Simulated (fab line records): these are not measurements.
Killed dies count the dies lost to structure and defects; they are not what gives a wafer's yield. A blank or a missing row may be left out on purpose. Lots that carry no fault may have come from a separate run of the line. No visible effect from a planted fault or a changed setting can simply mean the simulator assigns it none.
Chamber matching ; flow gf180mcu ; GF_SAB_CVD_00 on pecvd-02 has 3 sister chambers
The step deposits SiO2 from TEOS, target thk 50 nm, time 4.9302 s. 14 wafers are shown with their chamber, then 7 later ones without.

EACH WAFER AND ITS CHAMBER
wafer;chamber;heaterPowerW (W)
L696.1;2;628
L696.4;0;752
L696.6;2;623
L698.1;2;558
L698.4;1;562
L698.5;2;563
L699.1;0;742
L699.3;1;492
L699.4;2;627
L703.2;0;780
L703.4;2;616
L703.5;0;793
L710.2;1;525
L710.4;0;804

SIGNATURES (means of the wafers above)
reading;chamber 0;chamber 1;chamber 2;scatter within a chamber
heaterPowerW;774.20;526.33;602.50;31.1
Rule: a wafer lies at a distance from a chamber equal to the root of the sum of squares, over the readings, of (its reading less the chamber's mean, divided by the reading's scatter). If the next closest chamber is less than 2 further off than the closest, the wafer can't be placed; otherwise it belongs to the closest. The scatter: the root of (the sum of the squares of (reading less its chamber's mean) over the shown wafers, divided by (wafers less chambers)).

WAFERS WITH NO CHAMBER GIVEN
wafer;heaterPowerW (W)
L710.6;662
L717.1;547
L717.3;737
L717.6;563
L719.1;573
L719.2;810
L719.5;510

THE CHAMBER EACH PASSED THROUGH
wafer;from the rows above;in truth
L710.6;can't be placed: 2 or 0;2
L717.1;can't be placed: 1 or 2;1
L717.3;0;0
L717.6;can't be placed: 1 or 2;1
L719.1;can't be placed: 2 or 1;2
L719.2;0;0
L719.5;1;1
Correctly placed: 3 of 7. Unplaceable from these rows: 4, with the true chamber sitting among the candidates in 4. Number placed wrongly: 0.
